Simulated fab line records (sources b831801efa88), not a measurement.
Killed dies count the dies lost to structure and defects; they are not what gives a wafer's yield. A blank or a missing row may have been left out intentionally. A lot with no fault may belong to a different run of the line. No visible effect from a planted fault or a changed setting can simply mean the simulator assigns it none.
Matching of chambers + flow gf180mcu + GF_V5_CMP_26 on cmp-01 has 4 sister chambers
The step polishes, stops on SiO2, t overpolish 15 s, target thk 0 nm. 16 wafers are shown with their chamber, then 8 later ones without.

## WAFERS WITH THEIR CHAMBER
| wafer  | chamber | motor_current_A (A) | overpolish_run_s (s) | retaining_ring_pressure_frac |
|--------|---------|---------------------|----------------------|------------------------------|
| L890.1 | 3       | 12.9                | 14.981               | 1.004                        |
| L890.3 | 0       | 9.8                 | 15.002               | 1.008                        |
| L890.4 | 2       | 11.3                | 14.987               | 0.997                        |
| L892.2 | 1       | 10.9                | 15.006               | 1.005                        |
| L892.3 | 0       | 9.7                 | 14.992               | 1.002                        |
| L892.6 | 1       | 11.7                | 14.984               | 1.005                        |
| L901.1 | 2       | 11.8                | 15.000               | 1.004                        |
| L901.2 | 3       | 13.9                | 15.003               | 0.994                        |
| L901.4 | 0       | 9.2                 | 14.999               | 1.002                        |
| L902.1 | 3       | 12.6                | 15.001               | 1.000                        |
| L902.2 | 2       | 11.5                | 14.994               | 0.999                        |
| L902.4 | 1       | 11.7                | 15.003               | 0.997                        |
| L903.1 | 1       | 11.5                | 15.001               | 0.996                        |
| L903.2 | 2       | 12.2                | 14.991               | 0.995                        |
| L903.6 | 0       | 10.2                | 15.008               | 0.992                        |
| L904.2 | 3       | 13.2                | 15.005               | 1.000                        |

SIGNATURES (averages over the wafers above)
| reading                      | chamber 0 | chamber 1 | chamber 2 | chamber 3 | scatter within a chamber |
|------------------------------|-----------|-----------|-----------|-----------|--------------------------|
| motor_current_A              | 9.725     | 11.450    | 11.700    | 13.150    | 0.44                     |
| overpolish_run_s             | 15.00025  | 14.99850  | 14.99300  | 14.99750  | 0.0086                   |
| retaining_ring_pressure_frac | 1.00100   | 1.00075   | 0.99875   | 0.99950   | 0.005                    |
Rule: a wafer lies at a distance from a chamber equal to the root of the sum of squares, over the readings, of (its reading less the chamber's mean, divided by the reading's scatter). The wafer belongs to the nearest chamber; if the next one is less than 2 further off, it can't be placed. The scatter is the square root of a quotient: the sum, over the shown wafers, of each reading's squared deviation from its chamber's mean, divided by wafers minus chambers.

## WAFERS WITHOUT THEIR CHAMBER
| wafer  | motor_current_A (A) | overpolish_run_s (s) | retaining_ring_pressure_frac |
|--------|---------------------|----------------------|------------------------------|
| L904.3 | 11.9                | 15.006               | 0.993                        |
| L904.5 | 11.4                | 15.003               | 1.006                        |
| L905.2 | 11.6                | 14.996               | 1.003                        |
| L905.3 | 13.4                | 15.000               | 0.991                        |
| L905.4 | 11.7                | 14.991               | 0.998                        |
| L908.1 | 9.7                 | 15.000               | 0.997                        |
| L908.2 | 13.6                | 14.995               | 1.007                        |
| L908.3 | 11.8                | 14.999               | 1.004                        |

## CHAMBER TAKEN BY EACH
| wafer  | from the rows above          | in truth |
|--------|------------------------------|----------|
| L904.3 | can't be placed: 2 or 1 or 3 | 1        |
| L904.5 | can't be placed: 1 or 2      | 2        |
| L905.2 | can't be placed: 1 or 2      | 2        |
| L905.3 | 3                            | 3        |
| L905.4 | can't be placed: 2 or 1      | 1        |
| L908.1 | 0                            | 0        |
| L908.2 | 3                            | 3        |
| L908.3 | can't be placed: 1 or 2      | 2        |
Placed correctly: 3 of 8. Cannot be placed on the basis of these rows: 5; the candidates contain the true chamber in 5. Number placed wrongly: 0.
